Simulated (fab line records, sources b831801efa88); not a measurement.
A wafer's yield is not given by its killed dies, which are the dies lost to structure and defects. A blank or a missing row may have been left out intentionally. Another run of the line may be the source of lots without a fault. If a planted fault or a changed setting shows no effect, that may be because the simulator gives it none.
Which of the tools did it?    flow sky130    7 lots with 21 wafers sampled at 3 steps, on a route of 708 steps

WHAT THE GAUGES SHOWED, per wafer
SKY_SONOS_TUNNEL_TW_MEAS_12.
lot   measured      on             SONOS_TUNNEL_TW
L696  day 11 21:01  film metro-03  196.8 194.0 196.3
L698  day 12 19:43  film metro-02  197.8 197.7 196.4
L700  day 13 09:56  film metro-02  196.1 196.3 198.1
L702  day 14 01:17  film metro-02  199.7 197.8 197.3
L707  day 16 01:52  film metro-01  192.9 193.6 192.3

WHICH TOOL RAN EACH LOT (tool, then ch and the chambers of the sampled wafers, then the start)
lot   SKY_FIELD_ISO_OXIDATION_22    SKY_NWELL_STRIP_14
L696  furnace-01 ch 0, day 2 20:35  plasma asher-01 ch 0,1, day 5 03:53
L698  furnace-01 ch 0, day 3 08:38  plasma asher-02 ch 1, day 5 19:51
L700  furnace-01 ch 0, day 3 18:58  plasma asher-03 ch 0,1, day 6 04:42
L702  furnace-01 ch 0, day 4 06:20  plasma asher-01 ch 0,1, day 6 14:45
L707  furnace-02 ch 0, day 5 12:17  plasma asher-02 ch 0,1, day 8 00:58
L712  furnace-02, day 7 14:25       -
L714  furnace-02, day 7 14:25       -
- SKY_FIELD_ISO_OXIDATION_22: stabilise 600 s, purge 300 s, target thk 10 nm.
- SKY_NWELL_STRIP_14: strips in O2/N2.

THE ANSWER, worked out from the rows above alone
Rule: usual is defined by the lots themselves. Put in order of their means at a reading, lots are off if they are a third of the lots or fewer, leave a main group of 4 or more, and stand apart from it by a gap of 3 or more times the standard deviation of the main group's means; of several such gaps the widest counts. The tables above print the reading to a certain number of digits; a main group whose means all agree to those digits is not used. Also off: a lot with no number at a reading for which 4 or more lots have one. Any other lot the step has rows for is counted as sound.
No lot is off on any of the readings shown, so nothing can be concluded from this.

WHAT THE SIMULATOR PUT IN
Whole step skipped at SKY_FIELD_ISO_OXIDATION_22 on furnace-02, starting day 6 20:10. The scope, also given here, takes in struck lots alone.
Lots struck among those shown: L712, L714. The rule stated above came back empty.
